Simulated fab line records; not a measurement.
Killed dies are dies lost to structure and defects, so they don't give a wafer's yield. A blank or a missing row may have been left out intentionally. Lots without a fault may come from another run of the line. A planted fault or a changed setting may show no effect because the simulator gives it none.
Matching of chambers ; flow sky130 ; SKY_CONTACT_CVD_00 on pecvd-04: 3 sister chambers
The step deposits Si3N4, target thk 75 nm. 6 wafers are shown with their chamber, then 10 later ones without.

## WAFERS WITH THEIR CHAMBER
wafer;chamber;heater_power_w (W);rf_fwd_power_W (W)
L086.2;2;666;442.9
L086.5;1;663;444.8
L088.3;1;616;444.5
L088.4;0;796;447.0
L090.4;2;644;443.7
L090.5;0;827;446.7

## WAFERS WITH NO CHAMBER GIVEN
wafer;heater_power_w (W);rf_fwd_power_W (W)
L090.6;632;445.9
L093.1;739;446.3
L093.5;657;446.4
L093.6;761;448.0
L094.1;736;447.4
L094.2;626;443.7
L094.5;769;444.8
L095.2;666;445.5
L095.3;791;447.1
L095.4;674;442.7

## WHICH CHAMBER EACH ONE RAN IN
wafer;from the rows above;in truth
L090.6;1;1
L093.1;0;0
L093.5;can't be placed: 1 or 0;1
L093.6;0;0
L094.1;0;0
L094.2;can't be placed: 2 or 1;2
L094.5;can't be placed: 1 or 0 or 2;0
L095.2;1;1
L095.3;0;0
L095.4;2;2
Correctly placed: 7 of 10. These rows do not allow placing 3 (true chamber among the candidates in 3). 0 placed wrongly.
How it was worked out, from the rows above alone: a wafer's distance from a chamber is the root of the sum, over the readings, of the square of ((its reading less the chamber's mean) divided by the reading's scatter). If the next closest chamber is less than 2 further off than the closest, the wafer can't be placed; otherwise it belongs to the closest. A chamber's mean is the mean of its shown wafers. The scatter: take each reading less its chamber's mean, square it, sum over the shown wafers, divide by the number of wafers less the number of chambers, and take the root.
